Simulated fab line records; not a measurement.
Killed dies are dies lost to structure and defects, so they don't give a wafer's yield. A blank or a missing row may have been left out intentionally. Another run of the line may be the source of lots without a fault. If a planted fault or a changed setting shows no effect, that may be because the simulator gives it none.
Matching of chambers	flow gf180mcu	GF_V3_CMP_26 on cmp-02 has 4 sister chambers
The step polishes, stops on SiO2, t overpolish 15 s, target thk 0 nm. 8 wafers are shown with their chamber, then 8 later ones without.

WAFERS PAIRED WITH THEIR CHAMBERS
wafer	chamber	motor current A (A)	time to endpoint s (s)
L403.6	3	9.8	76
L404.1	2	10.0	78
L404.2	1	13.5	85
L404.4	3	9.7	77
L408.4	0	10.7	82
L408.5	0	9.5	81
L408.6	1	13.8	83
L410.2	2	9.8	68

WAFERS WITHOUT THEIR CHAMBER
wafer	motor current A (A)	time to endpoint s (s)
L410.5	10.6	70
L410.6	10.0	67
L419.1	13.9	88
L419.4	10.1	77
L419.5	13.8	84
L420.3	10.4	77
L420.4	9.7	78
L420.6	10.2	82

EACH ONE'S CHAMBER
wafer	from the rows above	in truth
L410.5	can't be placed: 2 or 3 or 0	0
L410.6	can't be placed: 2 or 3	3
L419.1	1	1
L419.4	can't be placed: 3 or 2 or 0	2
L419.5	1	1
L420.3	can't be placed: 0 or 3 or 2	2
L420.4	can't be placed: 3 or 0 or 2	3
L420.6	can't be placed: 0 or 3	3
Correctly placed: 2 of 8. From these rows, 6 cannot be placed; in 6 the true chamber is one of the candidates. Number placed wrongly: 0.
How it was worked out, from the rows above alone: a wafer's distance from a chamber is the root of the sum, over the readings, of the square of ((its reading less the chamber's mean) divided by the reading's scatter). If the next closest chamber is less than 2 further off than the closest, the wafer can't be placed; otherwise it belongs to the closest. A chamber's mean is the mean of its shown wafers. How the scatter is found: for the shown wafers, subtract from each reading the mean of its chamber, square and add these, divide the total by (wafers less chambers), then take the root.
